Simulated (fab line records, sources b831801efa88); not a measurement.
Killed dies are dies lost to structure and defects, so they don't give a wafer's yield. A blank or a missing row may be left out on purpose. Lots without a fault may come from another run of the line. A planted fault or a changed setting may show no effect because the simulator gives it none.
A sampling plan put to the test | flow gf180mcu | one fab line, 17 faults that these records tell of, each judged on the records of the lots that it struck
The plan is the line's own looks: the steps of the route at which a gauge or an inspection reads the wafer and doesn't change it. A look can be judged if struck wafers have a number there and the file gives its usual mean and standard deviation on fault-free wafers. Caught: at a look after the fault's first step, the mean of the struck wafers lies 4 or more of those standard deviations (sigma) from the usual mean. On the tool: the same test on the tool's own readings at the fault's steps. Another recipe on the struck wafers, or a record that is blank for them alone, also counts as caught.

THE FAULTS, as the simulator had put them in
1. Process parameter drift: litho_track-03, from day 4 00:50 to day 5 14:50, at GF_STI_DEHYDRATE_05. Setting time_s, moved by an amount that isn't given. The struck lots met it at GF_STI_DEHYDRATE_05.
2. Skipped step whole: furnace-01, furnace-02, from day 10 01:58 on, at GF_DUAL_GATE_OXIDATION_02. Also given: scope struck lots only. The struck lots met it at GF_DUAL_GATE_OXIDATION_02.
3. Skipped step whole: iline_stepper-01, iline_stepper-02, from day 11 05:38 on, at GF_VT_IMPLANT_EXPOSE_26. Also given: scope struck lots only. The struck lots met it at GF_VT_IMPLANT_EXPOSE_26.
4. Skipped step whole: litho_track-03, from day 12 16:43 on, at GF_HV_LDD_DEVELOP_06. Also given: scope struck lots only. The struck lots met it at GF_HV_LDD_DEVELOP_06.
5. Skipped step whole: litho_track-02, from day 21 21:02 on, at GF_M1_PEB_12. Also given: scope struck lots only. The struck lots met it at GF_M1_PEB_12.
6. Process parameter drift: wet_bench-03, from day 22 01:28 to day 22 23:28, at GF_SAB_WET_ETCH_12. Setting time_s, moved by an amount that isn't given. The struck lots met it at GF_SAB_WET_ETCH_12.
7. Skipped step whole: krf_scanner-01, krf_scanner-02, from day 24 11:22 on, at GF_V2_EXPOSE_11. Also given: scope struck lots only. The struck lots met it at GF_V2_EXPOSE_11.
8. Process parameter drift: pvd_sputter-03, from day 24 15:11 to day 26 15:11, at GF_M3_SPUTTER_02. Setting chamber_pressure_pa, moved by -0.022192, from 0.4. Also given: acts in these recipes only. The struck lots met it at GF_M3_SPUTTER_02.
9. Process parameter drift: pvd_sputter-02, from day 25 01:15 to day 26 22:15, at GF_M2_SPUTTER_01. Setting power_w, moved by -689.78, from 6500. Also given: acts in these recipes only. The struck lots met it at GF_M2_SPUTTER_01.
10. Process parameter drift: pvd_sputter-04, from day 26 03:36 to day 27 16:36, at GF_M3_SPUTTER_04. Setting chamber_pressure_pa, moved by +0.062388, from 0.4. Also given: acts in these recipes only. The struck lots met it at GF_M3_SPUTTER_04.
11. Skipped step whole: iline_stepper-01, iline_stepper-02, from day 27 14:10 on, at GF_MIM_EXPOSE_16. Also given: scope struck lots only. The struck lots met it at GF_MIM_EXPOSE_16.
12. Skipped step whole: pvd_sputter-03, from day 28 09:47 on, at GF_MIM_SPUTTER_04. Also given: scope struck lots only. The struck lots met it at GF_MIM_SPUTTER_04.
13. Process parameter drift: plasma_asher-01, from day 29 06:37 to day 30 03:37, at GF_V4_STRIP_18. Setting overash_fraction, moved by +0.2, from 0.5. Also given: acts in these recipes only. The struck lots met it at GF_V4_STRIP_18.
14. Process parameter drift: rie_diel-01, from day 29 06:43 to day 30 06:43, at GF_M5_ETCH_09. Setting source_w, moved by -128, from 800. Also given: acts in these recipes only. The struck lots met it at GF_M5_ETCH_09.
15. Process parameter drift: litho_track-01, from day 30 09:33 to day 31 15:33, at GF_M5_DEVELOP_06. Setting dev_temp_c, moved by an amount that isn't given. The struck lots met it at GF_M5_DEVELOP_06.
16. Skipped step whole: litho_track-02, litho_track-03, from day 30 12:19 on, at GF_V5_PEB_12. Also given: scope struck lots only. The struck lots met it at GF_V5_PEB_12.
17. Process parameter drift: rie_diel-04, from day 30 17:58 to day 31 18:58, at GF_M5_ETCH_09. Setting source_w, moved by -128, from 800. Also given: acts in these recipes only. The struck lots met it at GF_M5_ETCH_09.

WHAT THE PLAN SAW
fault | on the tool itself                               | first look that catches it                      | reading, sigma | median hours from its first step to that look | hours from the fault's start to the first struck lot there | judged looks passed uncaught
1     | run_length_s +10 sigma                           | none of the 2 looks that can be judged after it | -              | -                                             | -                                                          | 2
2     | the tool's record is blank for the struck wafers | no look after it can be judged                  | -              | -                                             | -                                                          | 0
3     | no reading that can be judged                    | no look after it can be judged                  | -              | -                                             | -                                                          | 0
4     | the tool's record is blank for the struck wafers | no look after it can be judged                  | -              | -                                             | -                                                          | 0
5     | the tool's record is blank for the struck wafers | no look after it can be judged                  | -              | -                                             | -                                                          | 0
6     | run_length_s -36 sigma                           | no look after it can be judged                  | -              | -                                             | -                                                          | 0
7     | no reading that can be judged                    | no look after it can be judged                  | -              | -                                             | -                                                          | 0
8     | chamber_pressure_pa -25 sigma                    | not the one look that can be judged after it    | -              | -                                             | -                                                          | 1
9     | cathode_dc_power_W -99 or beyond sigma           | no look after it can be judged                  | -              | -                                             | -                                                          | 0
10    | chamber_pressure_pa +64 sigma                    | not the one look that can be judged after it    | -              | -                                             | -                                                          | 1
11    | no reading that can be judged                    | no look after it can be judged                  | -              | -                                             | -                                                          | 0
12    | the tool's record is blank for the struck wafers | no look after it can be judged                  | -              | -                                             | -                                                          | 0
13    | under 2 sigma                                    | no look after it can be judged                  | -              | -                                             | -                                                          | 0
14    | rf_fwd_power_W -28 sigma                         | not the one look that can be judged after it    | -              | -                                             | -                                                          | 1
15    | developer_temp_C +7.6 sigma                      | not the one look that can be judged after it    | -              | -                                             | -                                                          | 1
16    | the tool's record is blank for the struck wafers | no look after it can be judged                  | -              | -                                             | -                                                          | 0
17    | rf_fwd_power_W -28 sigma                         | no look after it can be judged                  | -              | -                                             | -                                                          | 0
A dash: the fault isn't caught, or these records don't give the number.

Caught at a look: 0 of 17. Caught on the tool: 13 of 17. By one or the other: 13 of 17.
Caught on the tool alone: faults 1, 2, 4, 5, 6, 8, 9, 10, 12, 14, 15, 16, 17.
Caught by neither: faults 3, 7, 11, 13.
